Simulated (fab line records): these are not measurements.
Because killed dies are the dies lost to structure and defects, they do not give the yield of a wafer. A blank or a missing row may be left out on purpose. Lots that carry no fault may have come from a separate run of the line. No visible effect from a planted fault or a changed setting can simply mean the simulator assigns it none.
Which tool did it? + flow gf180mcu + 7 lots, 21 wafers sampled, at 2 steps of a route of 602

## WHAT THE GAUGES READ, wafer by wafer
GF_V4_THK_MEAS_25: measures by xrf.
| lot  | measured     | on            | V4_W_THK (nm) |
|------|--------------|---------------|---------------|
| L869 | day 25 05:19 | film_metro-01 | 333 336 334   |
| L877 | day 27 23:35 | film_metro-04 | 345 335 337   |
| L882 | day 29 17:57 | film_metro-03 | 341 332 339   |
| L884 | day 29 20:53 | film_metro-03 | 337 333 333   |
| L887 | day 30 16:04 | film_metro-04 | 337 337 336   |
| L888 | day 30 18:55 | film_metro-03 | 332 330 330   |
| L890 | day 31 09:49 | film_metro-01 | 334 339 337   |

## WHAT TOOL EACH LOT RAN ON (gives the tool, then ch and the chambers of the sampled wafers, and finally the start)
| lot  | GF_V4_STRIP_18                       |
|------|--------------------------------------|
| L869 | plasma_asher-01 ch 0,1, day 25 04:27 |
| L877 | plasma_asher-03 ch 0,1, day 27 22:43 |
| L882 | plasma_asher-02 ch 0,1, day 29 17:03 |
| L884 | plasma_asher-01 ch 0,1, day 29 20:01 |
| L887 | plasma_asher-01 ch 0,1, day 30 15:12 |
| L888 | plasma_asher-02 ch 0, day 30 18:03   |
| L890 | plasma_asher-02 ch 0,1, day 31 08:57 |
- GF_V4_STRIP_18: strips in O2/N2.

## THE ANSWER, worked out from the rows above alone
Rule: usual is defined by the lots themselves. Put in order of their means at a reading, lots are off if they are a third of the lots or fewer, leave a main group of 4 or more, and stand apart from it by a gap of 3 or more times the standard deviation of the main group's means; of several such gaps the widest counts. A main group is skipped when, at the precision printed for the reading in the tables above, its means are all equal. A lot without any number at a reading at which 4 lots or more have one is off too. Where the step has rows for the other lots, those lots are counted as sound.
Across all readings shown, no lot is off: no conclusion can be drawn from this.

## WHAT THE SIMULATOR PUT IN
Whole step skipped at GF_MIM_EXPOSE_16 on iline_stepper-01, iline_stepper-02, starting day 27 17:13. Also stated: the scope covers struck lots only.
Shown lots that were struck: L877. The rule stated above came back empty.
